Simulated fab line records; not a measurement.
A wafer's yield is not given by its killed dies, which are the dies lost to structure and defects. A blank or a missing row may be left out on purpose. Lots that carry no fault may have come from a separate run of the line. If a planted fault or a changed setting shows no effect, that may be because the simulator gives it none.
Which tool did it?	flow sky130	11 lots, 33 wafers sampled, at 4 steps of a route of 708

## WHAT EACH GAUGE READ, for each wafer
SKY_FIELD_ISO_THK_MEAS_25.
lot	measured	on	FIELD_ISO_CVD_24_THK (nm)
L696	day 2 12:34	film_metro-03	601 607 609
L697	day 2 19:28	film_metro-04	595 594 595
L698	day 2 22:04	film_metro-03	599 608 596
L700	day 4 03:57	film_metro-04	605 604 602
L702	day 4 05:07	film_metro-01	597 603 602
L704	day 4 09:59	film_metro-03	595 595 598
L705	day 4 13:54	film_metro-01	588 600 598
L709	day 5 10:08	film_metro-03	638 640 636 637 641 637
L711	day 6 04:06	film_metro-04	638 633 638 638 633 639
L712	day 6 04:06	film_metro-03	600 601 603
L717	day 7 06:41	film_metro-03	600 604 598

## TOOL THAT RAN EACH LOT (tool first, then ch and the chambers of the sampled wafers, then the start)
lot	SKY_FIELD_ISO_ETCH_14	SKY_FIELD_ISO_ETCH_15	SKY_FIELD_ISO_CVD_24
L696	rie_diel-03 ch 1,2,3, day 2 10:11	rie_diel-03 ch 1,2,3, day 2 10:14	hdpcvd-02 ch 0,1,2, day 2 12:28
L697	rie_diel-04 ch 1,3, day 2 15:31	rie_diel-04 ch 1,3, day 2 15:34	hdpcvd-01 ch 0,1,2, day 2 19:24
L698	rie_diel-04 ch 0,3, day 2 19:56	rie_diel-04 ch 0,3, day 2 19:59	hdpcvd-02 ch 0,1, day 2 22:00
L700	rie_diel-03 ch 0,1,3, day 4 01:29	rie_diel-03 ch 0,1,3, day 4 01:32	hdpcvd-02 ch 1,2, day 4 03:52
L702	rie_diel-04 ch 0,1,3, day 4 02:08	rie_diel-04 ch 0,1,3, day 4 02:11	hdpcvd-02 ch 0,2, day 4 05:02
L704	rie_diel-04 ch 0,3, day 4 06:46	rie_diel-04 ch 0,3, day 4 06:49	hdpcvd-01 ch 1,2, day 4 09:54
L705	rie_diel-01 ch 1,2, day 4 10:08	rie_diel-01 ch 1,2, day 4 10:11	hdpcvd-01 ch 0,2, day 4 13:50
L709	rie_diel-01 ch 2,3, day 5 06:10	rie_diel-01 ch 2,3, day 5 06:13	hdpcvd-02 ch 0,2, day 5 10:04
L711	rie_diel-04 ch 0,2,3, day 5 18:08	rie_diel-04 ch 0,2,3, day 5 18:11	hdpcvd-02 ch 0,2, day 6 04:02
L712	rie_diel-03 ch 0,2,3, day 5 20:14	rie_diel-03 ch 0,2,3, day 5 20:17	hdpcvd-01 ch 0,1,2, day 6 04:02
L717	rie_diel-04 ch 1,3, day 7 01:25	rie_diel-04 ch 1,3, day 7 01:28	hdpcvd-01 ch 1,2, day 7 06:37
- SKY_FIELD_ISO_ETCH_14: etches BARC in N2/H2, stops on SiO2, time 45.9 s, target depth 60 nm.
- SKY_FIELD_ISO_ETCH_15: etches the open film in CHF3/O2, stops on Si, target depth 180 nm, time 72 s.
- SKY_FIELD_ISO_CVD_24: deposits SiO2, target thk 595 nm, time 99.2 s.

## AS READ BY THE TOOLS THEMSELVES (means over the sampled wafers that have a number; for cases with no such wafer, the mark the record gives instead)
SKY_FIELD_ISO_ETCH_14.
lot	tool	bias_w (W)	drypump_motor_current_A (A)	oes_product_au (a.u.)	throttle_valve_pct (%)
L696	rie_diel-03	100.05	5.3	0.856	13.217
L697	rie_diel-04	99.87	5.8	0.853	13.228
L698	rie_diel-04	99.91	5.6	0.856	13.220
L700	rie_diel-03	99.98	5.5	0.849	13.218
L702	rie_diel-04	99.62	5.4	0.860	13.219
L704	rie_diel-04	99.97	5.2	0.850	13.225
L705	rie_diel-01	99.61	5.7	0.855	13.225
L709	rie_diel-01	100.05	5.3	0.861	13.223
L711	rie_diel-04	100.16	5.2	0.854	13.221
L712	rie_diel-03	100.09	5.8	0.854	13.228
L717	rie_diel-04	99.98	5.6	0.854	13.235

SKY_FIELD_ISO_ETCH_15.
lot	tool	bias_w (W)	drypump_motor_current_A (A)	oes_product_au (a.u.)	throttle_valve_pct (%)
L696	rie_diel-03	200.2	5.3	0.944	8.849
L697	rie_diel-04	199.9	5.8	0.948	8.848
L698	rie_diel-04	200.4	5.5	0.957	8.843
L700	rie_diel-03	199.4	5.5	0.953	8.846
L702	rie_diel-04	200.1	5.4	0.949	8.836
L704	rie_diel-04	200.6	5.2	0.950	8.846
L705	rie_diel-01	200.0	5.6	0.943	8.838
L709	rie_diel-01	201.1	5.3	0.945	8.847
L711	rie_diel-04	199.8	5.2	0.948	8.836
L712	rie_diel-03	200.0	5.7	0.952	8.852
L717	rie_diel-04	199.6	5.6	0.955	8.856

SKY_FIELD_ISO_CVD_24.
lot	tool	pressure_mtorr (mTorr)
L696	hdpcvd-02	5.996
L697	hdpcvd-01	5.996
L698	hdpcvd-02	5.989
L700	hdpcvd-02	5.998
L702	hdpcvd-02	6.002
L704	hdpcvd-01	5.993
L705	hdpcvd-01	6.007
L709	hdpcvd-02	5.999
L711	hdpcvd-02	5.999
L712	hdpcvd-01	6.003
L717	hdpcvd-01	5.998

## THE ANSWER, worked out from the rows above alone
Rule: what is usual is taken from the lots themselves. Put in order of their means at a reading, lots are off if they are a third of the lots or fewer, leave a main group of 4 or more, and stand apart from it by a gap of 3 or more times the standard deviation of the main group's means; of several such gaps the widest counts. A main group is skipped when, at the precision printed for the reading in the tables above, its means are all equal. A lot without any number at a reading at which 4 lots or more have one is off too. Any other lot the step has rows for is counted as sound. First the gauges in route order, then the tools' own readings, where a lot's mean is used as printed above. At the first step where some lot is off, the reading lying furthest off is the one used; lots without a number count as furthest.
Off: L709, L711, at SKY_FIELD_ISO_THK_MEAS_25 (FIELD_ISO_CVD_24_THK). The main group: mean 600 nm, standard deviation 3.6.
A tool fits if, at a process step before that reading, it ran every lot that is off, and no sound lot after the first of them. The gauges at SKY_FIELD_ISO_THK_MEAS_25 are tried like those tools. One fits: SKY_FIELD_ISO_CVD_24 on hdpcvd-02. A fault onset in the window from L702 (day 4 05:02, its last sound lot) to L709 (day 5 10:04, its first lot off) fits.

## WHAT THE SIMULATOR HAD PUT IN
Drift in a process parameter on hdpcvd-02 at SKY_FIELD_ISO_CVD_24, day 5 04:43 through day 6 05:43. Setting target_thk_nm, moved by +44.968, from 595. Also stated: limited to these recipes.
Lots struck among those shown: L709, L711. Same finding as the rule above.
